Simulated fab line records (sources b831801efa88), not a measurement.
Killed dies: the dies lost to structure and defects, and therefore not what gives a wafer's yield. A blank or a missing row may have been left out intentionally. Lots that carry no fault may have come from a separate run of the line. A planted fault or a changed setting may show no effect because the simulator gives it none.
A lot that was struck, set against a sound lot	flow sky130	33 out of 708 route steps
Sound: the wafers L814.3, L814.4, L814.6. Struck: wafers L807.1, L807.4. (L807.5 of the same lot was not struck and is left out.) The cause comes at the end.
Order at every step that has rows: each side's tool, ch and its chambers, its first start. Under that, the readings that differ: sound wafers	struck wafers	difference of the means	sigmas: that difference in standard deviations of wafers without a fault.
alike: readings whose means differ by less than 2 such deviations, and words and numbers that are the same on both sides. not compared: withheld readings, readings that some wafer has no value for, bounds like >300 that may hide the same value, and numbers for which the record gives no deviation and whose values overlap.
Wherever a step has rows on one side only, a row that says differs or no value, or a row with sigmas, the two part there. Numbers that have no deviation but don't overlap get no sigmas and don't part them. A reading that every wafer of one side lacks parts them only if that side has two wafers or more.

first, 10 steps without rows for these wafers: SKY_POLY_CUT_ETCH_11 (etches Si3N4 in CF4/CH2F2/Ar, stops on poly-Si, time 42.5 s, target depth 60 nm); SKY_POLY_CUT_STRIP_12 (strips in O2/N2); SKY_SD_P_DEHYDRATE_00 (time 60 s); SKY_SD_P_HMDS_01 (prime time 60 s); SKY_SD_P_COAT_02 (resist thk 1140 nm); SKY_SD_P_SOFTBAKE_03 (time 60 s); SKY_SD_P_EXPOSE_04 (exposes mask PSDM, target cd 380 nm); SKY_SD_P_PEB_05; SKY_SD_P_DEVELOP_06 (develop time 60 s); SKY_SD_P_IMPLANT_09.
SKY_SD_P_STRIP_10: strips in O2/N2.
  sound on plasma_asher-01 ch 0,1, day 31 05:50; struck on plasma_asher-03 ch 1, day 28 19:23
  alike: drypump_motor_current_A, oes_product_au, strip_time_to_endpoint_s
  not compared: rf_hours_counter_h
then, 21 steps without rows for these wafers: SKY_RES_XHIGH_DEHYDRATE_00 (time 60 s); SKY_RES_XHIGH_HMDS_01 (prime time 60 s); SKY_RES_XHIGH_COAT_02 (resist thk 1140 nm); SKY_RES_XHIGH_SOFTBAKE_03 (time 60 s); SKY_RES_XHIGH_EXPOSE_04 (exposes mask URPM, target cd 1270 nm); SKY_RES_XHIGH_PEB_05; SKY_RES_XHIGH_DEVELOP_06 (develop time 60 s); SKY_RES_XHIGH_IMPLANT_07; SKY_RES_XHIGH_STRIP_08 (strips in O2/N2); SKY_SD_N_DEHYDRATE_00 (time 60 s); SKY_SD_N_HMDS_01 (prime time 60 s); SKY_SD_N_COAT_02 (resist thk 1140 nm); SKY_SD_N_SOFTBAKE_03 (time 60 s); SKY_SD_N_EXPOSE_04 (exposes mask NSDM, target cd 380 nm); SKY_SD_N_PEB_05; SKY_SD_N_DEVELOP_06 (develop time 60 s); SKY_SD_N_IMPLANT_09; SKY_SD_N_IMPLANT_10; SKY_SD_N_STRIP_11 (strips in O2/N2); SKY_SD_N_CLEAN_13 (cleans in SC1/SC2, time 150 s); SKY_SD_N_RTA_14 (time 2 s).
-- the record jumps here: 19 days lie between the struck wafers' starts before and after (it left off in module SD_N and takes up again in module PAD_OPEN, whose first step shown is number 708 of the route) --
SKY_PAD_OPEN_PROBE_99:
  sound on prober-01 at day 49 17:49; struck on prober-02 at day 48 02:28
reading	sound	struck	difference	sigmas
killed_at_front_end	20 11 14	59 55	+42	+10
killed_dies	82 82 85	129 108	+36	+4
killed_on_rim	12 11 10	24 15	+8	+2
  alike: killed_at_M0_to_M3, killed_at_M4_up, killed_at_contacts, killed_at_other, killed_open, killed_short

== WHERE THEY PART ==
Only at SKY_PAD_OPEN_PROBE_99, as far as this record shows.

WHY: the cause the simulator had injected
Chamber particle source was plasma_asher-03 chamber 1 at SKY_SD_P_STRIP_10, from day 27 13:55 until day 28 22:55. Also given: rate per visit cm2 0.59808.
